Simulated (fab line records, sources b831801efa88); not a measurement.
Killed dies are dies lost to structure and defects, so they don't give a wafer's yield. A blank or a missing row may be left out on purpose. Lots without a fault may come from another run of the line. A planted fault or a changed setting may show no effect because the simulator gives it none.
Which tool did it? | flow gf180mcu | 24 lots, 72 wafers sampled, at 1 step of a route of 602

WHAT THE GAUGES READ, wafer by wafer
GF_VT_IMPLANT_RS_MEAS_48: measures by four-point-probe.
lot  | measured     | on            | LVPWELL_RS (ohm/sq)
L074 | day 7 10:55  | film_metro-04 | 1199.8 1197.4 1199.3
L075 | day 8 01:17  | film_metro-02 | 1200.4 1200.5 1202.7
L076 | day 8 05:20  | film_metro-02 | 1200.0 1202.6 1200.5
L077 | day 8 05:55  | film_metro-01 | 1194.6 1191.3 1196.2
L078 | day 8 19:03  | film_metro-01 | 1196.0 1191.9 1196.1
L080 | day 9 05:38  | film_metro-01 | 1195.1 1194.1 1193.3
L079 | day 9 06:43  | film_metro-01 | 1193.3 1197.6 1194.7
L081 | day 9 12:16  | film_metro-01 | 1196.7 1195.4 1194.3
L082 | day 9 21:31  | film_metro-04 | 1194.8 1198.7 1195.5
L083 | day 10 05:20 | film_metro-02 | 1192.4 1194.4 1193.6
L084 | day 10 08:59 | film_metro-01 | 1197.7 1196.9 1198.2
L085 | day 10 16:04 | film_metro-04 | 1192.3 1193.1 1195.3
L086 | day 10 21:23 | film_metro-02 | 1198.4 1199.0 1196.7
L087 | day 11 04:20 | film_metro-01 | 1194.8 1193.1 1194.6
L088 | day 11 12:17 | film_metro-02 | 1199.4 1199.1 1198.9
L089 | day 11 17:37 | film_metro-01 | 1197.3 1200.6 1198.1
L090 | day 11 23:42 | film_metro-02 | 1195.7 1191.9 1195.3
L091 | day 12 06:56 | film_metro-02 | 1197.9 1197.2 1196.9
L092 | day 12 16:10 | film_metro-01 | 1198.4 1197.6 1197.5
L093 | day 12 20:25 | film_metro-02 | 1193.9 1191.7 1190.0
L094 | day 13 04:43 | film_metro-04 | 1194.3 1196.6 1196.5
L095 | day 13 11:15 | film_metro-02 | 1195.8 1195.9 1196.3
L096 | day 13 18:31 | film_metro-02 | 1191.6 1194.7 1194.6
L097 | day 14 01:09 | film_metro-04 | 1196.4 1194.7 1197.0

WHICH TOOL RAN EACH LOT (tool, then ch and the chambers of the sampled wafers, then the start)
The record holds no process step before these readings.

WHAT THE TOOLS THEMSELVES READ (means of the sampled wafers that have a number; where no wafer has one, the mark that the record gives instead)
The record holds no such reading with a usual standard deviation.

THE ANSWER, worked out from the rows above alone
Rule: what is usual is taken from the lots themselves. Put in order of their means at a reading, lots are off if they are a third of the lots or fewer, leave a main group of 4 or more, and stand apart from it by a gap of 3 or more times the standard deviation of the main group's means; of several such gaps the widest counts. A main group whose means are all the same, to the digits that the tables above print for the reading, isn't used. A lot without any number at a reading at which 4 lots or more have one is off too. The other lots that the step has rows for count as sound. The gauges are gone through in route order, then the tools' own readings, and for those a lot's mean is taken as printed above. The first step at which some lot is off is used, and at that step the reading that is off furthest; a lot without a number counts as furthest.
No lot is off at any reading shown: from this, nothing can be told.

WHAT THE SIMULATOR HAD PUT IN
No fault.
